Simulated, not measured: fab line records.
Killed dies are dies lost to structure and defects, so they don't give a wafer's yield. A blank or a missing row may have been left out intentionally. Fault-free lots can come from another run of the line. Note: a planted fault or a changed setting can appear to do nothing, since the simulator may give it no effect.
fab line records	flow sky130
record: lots: 6	wafers: 18	last-day: 50
route steps=708 shown VIA2@516 METAL3@532 PAD_OPEN@708
lots that met no fault: taken from a fault-free run of the same line
start-h: hours from the record's first day to the start of the lot's first wafer shown	wait-h: how many hours have passed since the lot's step before this one	" unchanged from the row above	L1.1+2: one row covering several wafers at once	- no value, or no start given	* or withheld: withheld	< > ~ a bound
route shown NAME@n: NAME is a module with steps in the file, n the number in the route of the first one	usual: average and standard deviation across the fault-free wafers	same: alike in all rows	chamber/n: place in a boat	sites: each site's reading	_std_site: the values' standard deviation	_edge_site: the outer-site mean with the inner-site mean subtracted	radius-mm: how far each site lies from the wafer's centre	mask NAME#n: copy n	behind: the tool/chamber that last shaped the wafer	hold: what put the lot on hold/how long, in hours/how the hold closed	device: whichever transistor did not switch (one of n, p or np)	end of line: the tests these same wafers got at the end of their route	a step with no rows: only its recipe	killed: count of dies lost to structure and defects at first sort (not the wafer's yield)	map: per-die view of a wafer (x killed, . not killed, _ where there is no die)
set.NAME: the setting that was run; set.NAME@STEP: the one run at that earlier step	model.NAME: the simulator's own value behind a step, which no gauge read
lots seen at some steps along the route; tables by step, rows by wafer
services: the hour from which a tool's chamber was out of use, counted from the record's first day as start-h (under 0 if before that day), plus the number of hours and why
== steps ==
step: SKY_VIA2_EXPOSE_09
recipe: mask-id: VIM2	na: 0.8	source-shape: annular	sigma-inner: 0.55	sigma-outer: 0.85	target-cd-nm: 200	dose-mj: 38
step: SKY_VIA2_PEB_10
recipe: peb-temp-c: withheld	peb-time-s: withheld	resist: KrF-thick
step: SKY_VIA2_DEVELOP_11
recipe: develop-time-s: 60	resist: KrF-thick	dev-temp-c: 21
step: SKY_VIA2_CD_MEAS_12
recipe: target-cd-nm: 200
usual: cd-nm: 199.9/1.4
lot.wafer	tool	chamber	start-h	wait-h	cd-nm
L569.1	cd-sem-02	-	837.74	-	200.1
L569.2	"	-	"	"	199.6
L569.5	"	-	"	"	199.9
L572.3	cd-sem-01	-	882.38	-	197.2
L572.5	"	-	"	"	197.3
L572.6	"	-	"	"	195.9
L578.2	cd-sem-01	-	914.09	-	199.8
L578.3	"	-	"	"	197.8
L578.4	"	-	"	"	199.3
L581.1	cd-sem-02	-	931.49	-	198.6
L581.4	"	-	"	"	200.3
L581.6	"	-	"	"	199.1
L589.1	cd-sem-01	-	993.69	-	197.4
L589.2	"	-	"	"	198.1
L589.5	"	-	"	"	198.3
L591.1	cd-sem-02	-	1034.75	-	200.4
L591.2	"	-	"	"	199.9
L591.4	"	-	"	"	200.6
step: SKY_VIA2_OVL_MEAS_13
usual: VIA2_OVL: 0/6.4
lot.wafer	tool	chamber	start-h	wait-h	VIA2_OVL[nm]
L569.1	overlay-01	-	837.86	0.1	-9
L569.2	"	-	"	"	-1
L569.5	"	-	"	"	-8
L572.3	overlay-01	-	882.47	0.1	8
L572.5	"	-	"	"	4
L572.6	"	-	"	"	-4
L578.2	overlay-02	-	914.20	0.1	3
L578.3	"	-	"	"	7
L578.4	"	-	"	"	-3
L581.1	overlay-01	-	931.61	0.1	-13
L581.4	"	-	"	"	5
L581.6	"	-	"	"	4
L589.1	overlay-02	-	993.81	0.1	5
L589.2	"	-	"	"	2
L589.5	"	-	"	"	2
L591.1	overlay-01	-	1034.87	0.1	10
L591.2	"	-	"	"	12
L591.4	"	-	"	"	9
step: SKY_VIA2_ETCH_14
recipe: chemistry: N2/H2	target: BARC	ion-energy-ev: 200	source-w: 500	bias-w: 100	pressure-mtorr: 30	n2-flow-sccm: 100	h2-flow-sccm: 200	stop-on: SiO2	time-s: 45.9	target-depth-a: 600
usual: drypump-motor-current-A: 5.8/0.42	oes-product-au: 0.855/0.0044	throttle-valve-pct: 13.225/0.0087
lot.wafer	tool	chamber	start-h	wait-h	drypump-motor-current-A	oes-product-au	rf-hours-counter-h	throttle-valve-pct
L569.1	rie-diel-04	3	837.89	0.0	5.3	0.854	8	13.204
L569.2	"	1	"	"	6.4	0.862	7	13.234
L569.5	"	3	"	"	5.2	0.862	-	13.232
L572.3	rie-diel-02	3	882.49	0.0	5.6	0.850	5	13.220
L572.5	"	3	"	"	5.6	0.850	-	13.212
L572.6	"	0	"	"	6.3	0.853	-	13.228
L578.2	rie-diel-03	1	914.23	0.0	5.1	0.846	10	13.222
L578.3	"	0	"	"	6.1	0.857	10	13.220
L578.4	"	3	"	"	5.6	0.850	19	13.227
L581.1	rie-diel-02	2	931.64	0.0	5.9	0.857	11	13.214
L581.4	"	3	"	"	5.6	0.853	6	13.233
L581.6	"	1	"	"	5.7	0.845	-	13.213
L589.1	rie-diel-04	3	993.84	0.0	5.2	0.849	12	13.221
L589.2	"	2	"	"	5.4	0.852	17	13.236
L589.5	"	2	"	"	5.4	0.851	-	13.231
L591.1	rie-diel-03	1	1034.90	0.0	5.1	0.862	14	13.225
L591.2	"	2	"	"	5.6	0.855	23	13.234
L591.4	"	0	"	"	6.0	0.850	14	13.231
step: SKY_VIA2_ETCH_15
recipe: target: SiO2	chemistry: C4F8/O2/Ar	target-depth-nm: 546	stop-on: TiN	mask-material: KrF-thick	source-w: 1500	bias-w: 1200	pressure-mtorr: 40	c4f8-flow-sccm: withheld	O2_flow_sccm: 6	Ar_flow_sccm: 300	time-s: 84
usual: oes-product-au: 0.939/0.0046
lot.wafer	tool	chamber	start-h	wait-h	oes-product-au	rf-hours-counter-h
L569.1	rie-diel-04	3	837.93	0.0	0.951	8
L569.2	"	1	"	"	0.934	7
L569.5	"	3	"	"	0.940	-
L572.3	rie-diel-02	3	882.54	0.0	0.942	5
L572.5	"	3	"	"	0.932	-
L572.6	"	0	"	"	0.930	-
L578.2	rie-diel-03	1	914.27	0.0	0.940	10
L578.3	"	0	"	"	0.945	10
L578.4	"	3	"	"	0.935	19
L581.1	rie-diel-02	2	931.69	0.0	0.933	11
L581.4	"	3	"	"	0.939	6
L581.6	"	1	"	"	0.946	-
L589.1	rie-diel-04	3	993.89	0.0	0.936	12
L589.2	"	2	"	"	0.943	17
L589.5	"	2	"	"	0.935	-
L591.1	rie-diel-03	1	1034.94	0.0	0.944	15
L591.2	"	2	"	"	0.937	23
L591.4	"	0	"	"	0.943	14
step: SKY_VIA2_STRIP_16
recipe: chemistry: O2/N2	power-w: 1400	pressure-mtorr: 1500	platen-temp-c: withheld	o2-flow-sccm: 3000	n2-flow-sccm: 300	overash-fraction: 0.5
usual: drypump-motor-current-A: 5.8/0.43	oes-product-au: 0.398/0.0049	strip-time-to-endpoint-s: 4.056/0.022
lot.wafer	tool	chamber	start-h	wait-h	drypump-motor-current-A	oes-product-au	rf-hours-counter-h	strip-time-to-endpoint-s
L569.1	plasma-asher-03	1	838.00	0.0	6.4	0.403	10	4.050
L569.2	"	0	"	"	5.6	0.395	10	4.041
L569.5	"	1	"	"	6.4	0.399	-	4.050
L572.3	plasma-asher-04	1	882.63	0.1	4.9	0.401	-	4.093
L572.5	"	0	"	"	5.9	0.401	-	4.096
L572.6	"	1	"	"	4.9	0.401	-	4.086
L578.2	plasma-asher-04	1	914.33	0.0	4.9	0.403	47	4.056
L578.3	"	0	"	"	5.8	0.400	-	4.044
L578.4	"	1	"	"	4.9	0.395	-	4.060
L581.1	plasma-asher-04	1	931.75	0.0	4.9	0.392	49	4.089
L581.4	"	1	"	"	4.9	0.406	-	4.058
L581.6	"	0	"	"	5.8	0.397	-	4.040
L589.1	plasma-asher-02	0	993.95	0.0	5.8	0.393	89	4.042
L589.2	"	1	"	"	6.1	0.397	89	4.071
L589.5	"	0	"	"	5.8	0.399	-	4.073
L591.1	plasma-asher-03	1	1035.01	0.0	6.4	0.398	30	4.047
L591.2	"	0	"	"	5.5	0.395	30	4.029
L591.4	"	0	"	"	5.6	0.396	-	4.035
step: SKY_VIA2_STRIP_17
recipe: chemistry: post-etch-residue-remover	time-s: 1200	temp-c: 72.5
step: SKY_VIA2_CLEAN_18
recipe: chemistry: IPA	time-s: 180	temp-c: 25
step: SKY_VIA2_CLEAN_19
recipe: chemistry: O3/DIW	dry: n2-spin
step: SKY_VIA2_SPUTTER_20
recipe: material: TiN	target-thk-nm: 20	chamber-pressure-pa: 5	power-w: 3847	time-s: 80
usual: throttle-valve-pct: 29.8/1.1
lot.wafer	tool	chamber	start-h	wait-h	throttle-valve-pct
L569.1	pvd-sputter-01	-	838.62	0.0	31.3
L569.2	"	-	"	"	30.8
L569.5	"	-	"	"	30.5
L572.3	pvd-sputter-02	-	883.20	0.0	30.1
L572.5	"	-	"	"	30.6
L572.6	"	-	"	"	28.3
L578.2	pvd-sputter-02	-	914.94	0.0	29.8
L578.3	"	-	"	"	28.4
L578.4	"	-	"	"	28.1
L581.1	pvd-sputter-02	-	932.41	0.0	28.3
L581.4	"	-	"	"	28.4
L581.6	"	-	"	"	29.7
L589.1	pvd-sputter-02	-	994.55	0.0	30.9
L589.2	"	-	"	"	29.9
L589.5	"	-	"	"	29.6
L591.1	pvd-sputter-04	-	1035.60	0.0	29.4
L591.2	"	-	"	"	29.6
L591.4	"	-	"	"	32.0
step: SKY_VIA2_CVD_21
recipe: material: W	target-thk-nm: 420	time-s: 126.4	temp-c: 400	pressure-torr: 40
usual: heater-power-outer-w: 495/39	heater-power-w: 816/87	susceptor-temp-C: 400.02/0.23
lot.wafer	tool	chamber	start-h	wait-h	heater-power-outer-w	heater-power-w	susceptor-temp-C	model.W_of_VIA2_CVD_21.thk-nm
L569.1	cvd-w-01	0	838.68	0.0	540	866	400.12	414.5
L569.2	"	1	"	"	558	971	400.19	418.6
L569.5	"	1	"	"	555	962	399.66	415
L572.3	cvd-w-02	1	883.30	0.1	457	734	400.18	413.4
L572.5	"	1	"	"	456	744	400.21	412.8
L572.6	"	0	"	"	451	731	399.93	411.9
L578.2	cvd-w-02	1	915.00	0.0	478	747	399.80	414
L578.3	"	0	"	"	468	741	404.53	449.1
L578.4	"	1	"	"	457	765	400.00	413
L581.1	cvd-w-02	0	932.47	0.0	474	745	404.72	453.1
L581.4	"	0	"	"	455	745	404.62	452
L581.6	"	0	"	"	463	740	404.73	451.9
L589.1	cvd-w-01	0	994.61	0.0	513	818	399.81	411.8
L589.2	"	1	"	"	529	915	400.00	414.2
L589.5	"	1	"	"	521	909	400.20	413.4
L591.1	cvd-w-02	1	1035.66	0.0	457	726	400.42	408.5
L591.2	"	0	"	"	461	726	399.92	416
L591.4	"	0	"	"	455	733	399.89	412.4
step: SKY_VIA2_RS_MEAS_22
recipe: thk-meas-gauge: four-point-probe	reads: W_of_VIA2_CVD_21+TiN_of_VIA2_SPUTTER_20
usual: VIA2_W_RS: 0.2756/0.0025
lot.wafer	tool	chamber	start-h	wait-h	VIA2_W_RS[ohm/sq]
L569.1	film-metro-03	-	838.81	0.1	0.2768
L569.2	"	-	"	"	0.2741
L569.5	"	-	"	"	0.2759
L572.3	film-metro-03	-	883.43	0.1	0.2771
L572.5	"	-	"	"	0.2774
L572.6	"	-	"	"	0.2780
L578.2	film-metro-01	-	915.15	0.1	0.2773
L578.3	"	-	"	"	0.2543
L578.4	"	-	"	"	0.2774
L581.1	film-metro-03	-	932.60	0.1	0.2524
L581.4	"	-	"	"	0.2528
L581.6	"	-	"	"	0.2532
L589.1	film-metro-03	-	994.74	0.1	0.2781
L589.2	"	-	"	"	0.2767
L589.5	"	-	"	"	0.2763
L591.1	film-metro-03	-	1035.79	0.1	0.2806
L591.2	"	-	"	"	0.2756
L591.4	"	-	"	"	0.2780
step: SKY_VIA2_THK_MEAS_23
recipe: thk-meas-gauge: xrf	reads: W_of_VIA2_CVD_21
usual: VIA2_W_THK: 431/4.1
lot.wafer	tool	chamber	start-h	wait-h	VIA2_W_THK[nm]
L569.1	film-metro-03	-	838.93	0.1	426
L569.2	"	-	"	"	437
L569.5	"	-	"	"	430
L572.3	film-metro-03	-	883.53	0.1	433
L572.5	"	-	"	"	430
L572.6	"	-	"	"	434
L578.2	film-metro-01	-	915.26	0.1	429
L578.3	"	-	"	"	468
L578.4	"	-	"	"	428
L581.1	film-metro-03	-	932.72	0.1	473
L581.4	"	-	"	"	472
L581.6	"	-	"	"	473
L589.1	film-metro-03	-	994.86	0.1	433
L589.2	"	-	"	"	433
L589.5	"	-	"	"	431
L591.1	film-metro-03	-	1035.91	0.1	423
L591.2	"	-	"	"	433
L591.4	"	-	"	"	427
step: SKY_VIA2_CMP_24
recipe: stop-on: SiO2	t-overpolish-s: 20	down-force-psi: 3.5	platen-rpm: 60	target-thk-nm: 0	pad-velocity-m-s: 0.94248
usual: motor-current-A: 11.3/1	platen-rpm: 60.00/0.039	slurry-filter-dp-kPa: 13.50/0.13	slurry-flow-ml-min: 150.0/0.49	time-to-endpoint-s: 100/3.3
lot.wafer	tool	chamber	start-h	wait-h	motor-current-A	platen-rpm	slurry-filter-dp-kPa	slurry-flow-ml-min	time-to-endpoint-s
L569.1	cmp-02	3	839.09	0.1	11.8	60.03	13.62	149.3	98
L569.2	"	0	"	"	11.0	59.99	13.32	149.8	96
L569.5	"	2	"	"	11.8	60.00	13.75	150.1	100
L572.3	cmp-02	0	883.72	0.2	10.9	59.96	13.58	150.1	98
L572.6	"	1	"	"	10.3	60.01	13.68	150.1	97
L572.5	"	2	"	"	11.7	59.99	13.49	149.8	99
L578.2	cmp-02	0	915.31	0.0	11.5	60.04	13.32	150.9	98
L578.4	"	2	"	"	11.5	60.02	13.53	150.5	102
L578.3	"	3	"	"	11.8	59.99	13.44	150.2	110
L581.4	cmp-01	2	933.32	0.6	12.3	60.05	13.53	150.8	113
L581.1	"	3	"	"	11.0	60.03	13.30	150.5	107
L581.6	"	0	"	"	10.6	59.97	13.61	149.8	113
L589.1	cmp-02	0	995.41	0.5	11.2	60.04	13.58	150.1	100
L589.2	"	2	"	"	11.9	60.07	13.44	149.0	103
L589.5	"	3	"	"	12.1	59.97	13.63	149.2	102
L591.4	cmp-02	3	1035.97	0.0	12.0	60.00	13.43	149.9	99
L591.1	"	0	"	"	11.5	60.00	13.48	150.5	101
L591.2	"	1	"	"	10.2	60.00	13.43	149.3	105
step: SKY_METAL3_SPUTTER_00
recipe: material: Ti	target-thk-nm: 15	power-w: 3000	time-s: 10	chamber-pressure-pa: 0.4
usual: throttle-valve-pct: 29.8/1.1
lot.wafer	tool	chamber	start-h	wait-h	throttle-valve-pct
L569.1	pvd-sputter-02	-	839.29	0.1	29.7
L569.2	"	-	"	"	28.4
L569.5	"	-	"	"	30.6
L572.3	pvd-sputter-02	-	883.87	0.1	28.4
L572.5	"	-	"	"	29.9
L572.6	"	-	"	"	28.2
L578.2	pvd-sputter-01	-	915.61	0.2	31.0
L578.3	"	-	"	"	30.8
L578.4	"	-	"	"	31.3
L581.1	pvd-sputter-01	-	933.52	0.1	30.8
L581.4	"	-	"	"	31.2
L581.6	"	-	"	"	30.7
L589.1	pvd-sputter-01	-	995.66	0.2	31.3
L589.2	"	-	"	"	30.6
L589.5	"	-	"	"	31.3
L591.1	pvd-sputter-02	-	1036.27	0.2	31.0
L591.2	"	-	"	"	28.4
L591.4	"	-	"	"	28.0
step: SKY_PAD_OPEN_PROBE_99
usual: defect-limited-yield: 81.9/1.9	killed_at_M0_to_M3: 45/7.9	killed_at_M4_up: 2.9/1.8	killed-at-contacts: 25/5.5	killed-at-front-end: 16/4.4	killed-at-other: 0.3/0.58	killed-dies: 89/9.4	killed-open: 49/6.8	killed-short: 40/6.3	sort_bin_3_pad_short: 0.9/0.41	sort_bin_5_function: 10.8/1.5	sort_bin_6_memory: 6.4/1.2	sort-n-pass: 403/9.4	sort-yield-pct: 81.9/1.9
same: gross-dies: 492	killed-at-back-side: 0	sort_bin_4_leakage[%]: 0	sort_bin_8_speed[%]: 0
lot.wafer	tool	chamber	start-h	wait-h	defect-limited-yield[%]	killed_at_M0_to_M3	killed_at_M4_up	killed-at-contacts	killed-at-front-end	killed-at-other	killed-dies	killed-open	killed-short	sort_bin_3_pad_short[%]	sort_bin_5_function[%]	sort_bin_6_memory[%]	sort-n-pass	sort-yield-pct[%]
L569.1	prober-02	-	1067.05	0.1	80.5	58	3	17	17	1	96	50	44	1.4	11.8	6.3	396	80.5
L569.2	prober-02	-	1067.10	0.1	78.7	63	1	24	15	2	105	54	50	0.8	13.6	6.9	387	78.7
L569.5	prober-02	-	1067.25	0.2	80.7	59	1	23	12	0	95	59	35	1.0	12.4	5.9	397	80.7
L572.3	prober-01	-	1101.46	0.2	85.2	42	1	19	11	0	73	40	33	1.2	8.7	4.9	419	85.2
L572.5	prober-01	-	1101.56	0.2	85.2	40	1	22	10	0	73	39	34	0.8	8.1	5.9	419	85.2
L572.6	prober-01	-	1101.61	0.2	80.7	48	4	24	18	1	95	58	37	0.4	12.2	6.7	397	80.7
L581.1	prober-02	-	1139.26	0.1	83.1	45	1	21	16	0	83	48	34	0.6	9.6	6.7	409	83.1
L581.4	prober-02	-	1139.41	0.2	81.9	42	2	27	17	1	89	52	37	0.8	11.4	5.9	403	81.9
L581.6	prober-02	-	1139.51	0.2	82.3	48	5	19	14	1	87	42	45	1.2	10.4	6.1	405	82.3
L589.1	prober-01	-	1186.24	0.1	82.3	43	0	22	22	0	87	48	38	1.0	11.2	5.5	405	82.3
L589.2	prober-01	-	1186.29	0.1	80.1	60	6	19	13	0	98	60	37	0.6	11.8	7.5	394	80.1
L589.5	prober-01	-	1186.44	0.2	80.3	55	3	19	19	1	97	51	46	1.0	13.2	5.5	395	80.3
killed by level:class
L569.1 VIA1:geometric-particle:open=14 VIA3:geometric-particle:open=12 METAL2:geometric-particle:short=8 CONTACT:geometric-particle:open=6 VIA1:geometric-particle:short=6 METAL3:geometric-particle:short=5 LI_CONTACT:geometric-particle:open=4 CONTACT:geometric-particle:short=4
L569.2 VIA1:geometric-particle:open=18 VIA2:geometric-particle:open=10 VIA1:geometric-particle:short=9 CONTACT:geometric-particle:open=7 METAL1:geometric-particle:short=6 METAL2:geometric-particle:short=5 LI_CONTACT:geometric-particle:open=5 LOCAL_INTERCONNECT:geometric-particle:short=5
L569.5 VIA1:geometric-particle:open=13 VIA2:geometric-particle:open=11 METAL2:geometric-particle:short=10 LI_CONTACT:geometric-particle:open=7 CONTACT:geometric-particle:open=6 LOCAL_INTERCONNECT:geometric-particle:short=5 METAL1:geometric-particle:short=5 METAL2:geometric-particle:open=5
L572.3 CONTACT:geometric-particle:open=9 METAL1:geometric-particle:short=8 VIA1:geometric-particle:open=8 VIA3:geometric-particle:open=6 METAL3:geometric-particle:short=5 LI_CONTACT:geometric-particle:open=5 METAL2:geometric-particle:short=4 FIELD_ISO:geometric-particle:short=3
L572.5 LOCAL_INTERCONNECT:geometric-particle:short=8 VIA1:geometric-particle:open=8 CONTACT:geometric-particle:open=7 VIA3:geometric-particle:open=7 METAL1:geometric-particle:short=6 VIA2:geometric-particle:open=6 LI_CONTACT:geometric-particle:open=4 METAL2:geometric-particle:short=4
L572.6 VIA2:geometric-particle:open=14 CONTACT:geometric-particle:open=11 LI_CONTACT:geometric-particle:open=8 VIA1:geometric-particle:open=8 VIA3:geometric-particle:open=7 METAL2:geometric-particle:short=6 VIA1:geometric-particle:short=5 FIELD_ISO:geometric-particle:open=4
L581.1 VIA1:geometric-particle:open=11 METAL2:geometric-particle:short=10 CONTACT:geometric-particle:open=9 LI_CONTACT:geometric-particle:open=7 VIA3:geometric-particle:open=6 POLY_GATE:geometric-particle:short=4 VIA2:geometric-particle:open=4 VIA1:geometric-particle:short=4
L581.4 VIA1:geometric-particle:open=11 LI_CONTACT:geometric-particle:open=9 CONTACT:geometric-particle:open=7 FIELD_ISO:geometric-particle:open=5 CONTACT:geometric-particle:short=5 VIA2:geometric-particle:short=5 VIA2:geometric-particle:open=4 POLY_GATE:geometric-particle:short=4
L581.6 VIA3:geometric-particle:open=10 CONTACT:geometric-particle:open=8 METAL1:geometric-particle:short=8 VIA1:geometric-particle:open=8 VIA1:geometric-particle:short=7 FIELD_ISO:geometric-particle:short=6 METAL2:geometric-particle:short=5 VIA2:geometric-particle:open=5
L589.1 VIA2:geometric-particle:open=10 VIA1:geometric-particle:open=9 CONTACT:geometric-particle:open=9 FIELD_ISO:geometric-particle:open=7 POLY_GATE:geometric-particle:short=7 METAL1:geometric-particle:short=6 LOCAL_INTERCONNECT:geometric-particle:short=5 VIA2:geometric-particle:short=5
L589.2 VIA1:geometric-particle:open=15 VIA2:geometric-particle:open=12 VIA3:geometric-particle:open=9 CONTACT:geometric-particle:open=7 LI_CONTACT:geometric-particle:open=6 METAL2:geometric-particle:short=6 FIELD_ISO:geometric-particle:short=4 VIA1:geometric-particle:short=4
L589.5 VIA2:geometric-particle:open=12 VIA1:geometric-particle:open=10 FIELD_ISO:geometric-particle:open=6 CONTACT:geometric-particle:open=6 METAL2:geometric-particle:short=5 POLY_GATE:geometric-particle:short=5 METAL1:geometric-particle:short=5 METAL1:geometric-particle:open=5
== services ==
tool	chamber	start-h	hours	kind
rie-diel-04	3	821.37	5.9	repair
rie-diel-04	2	828.78	4.1	repair
cvd-w-02	-	829.85	1.0	repair
cvd-w-01	-	833.73	4.3	pm
plasma-asher-04	-	849.69	14.6	pm
pvd-sputter-02	-	858.62	2.3	repair
rie-diel-03	-	867.73	1.2	repair
cvd-w-02	1	876.03	5.0	repair
rie-diel-04	3	900.35	9.3	repair
cmp-02	-	901.17	2.3	repair
rie-diel-04	1	901.29	7.9	repair
rie-diel-02	3	911.99	5.7	repair
rie-diel-03	0	916.64	4.1	repair
cmp-02	-	931.80	2.9	repair
rie-diel-04	2	939.41	10.4	repair
rie-diel-02	0	966.94	5.6	repair
rie-diel-02	1	986.29	13.4	repair
cmp-02	-	987.11	2.2	repair
rie-diel-02	3	998.06	46.5	repair
cvd-w-02	0	1008.19	1.7	repair
cmp-02	-	1008.99	1.9	repair
rie-diel-04	0	1009.69	4.9	repair
rie-diel-03	-	1011.12	0.2	repair
cmp-02	-	1025.09	1.5	repair
== key ==
first-sign: step: SKY_VIA2_CVD_21	reading: susceptor-temp-C	direction: up	sigmas: 20	usual: *	struck: *
effect: step: SKY_VIA2_RS_MEAS_22	reading: VIA2_W_RS	direction: down	sigmas: 8.9	usual: 0.2756	struck: 0.2532
effect: step: SKY_VIA2_THK_MEAS_23	reading: VIA2_W_THK	direction: up	sigmas: 9.9	usual: 431	struck: 471
effect: step: SKY_VIA2_CMP_24	reading: time-to-endpoint-s	direction: up	sigmas: 3.2	usual: *	struck: *
model-effect: step: SKY_VIA2_CVD_21	value: W_of_VIA2_CVD_21.thk-nm	without: 415.6	struck: 451.5
met-at SKY_VIA2_CVD_21
struck-wafers L578.3,L581.1,L581.4,L581.6
onset-between 883.30 915.00
fault: kind: process-parameter-drift	tool: cvd-w-02	chamber: 0	onset-h: 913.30	steps: SKY_VIA2_CVD_21	channel: temp-c	offset: *	shape: step	end-h: 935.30	acts-in: *	stated: *
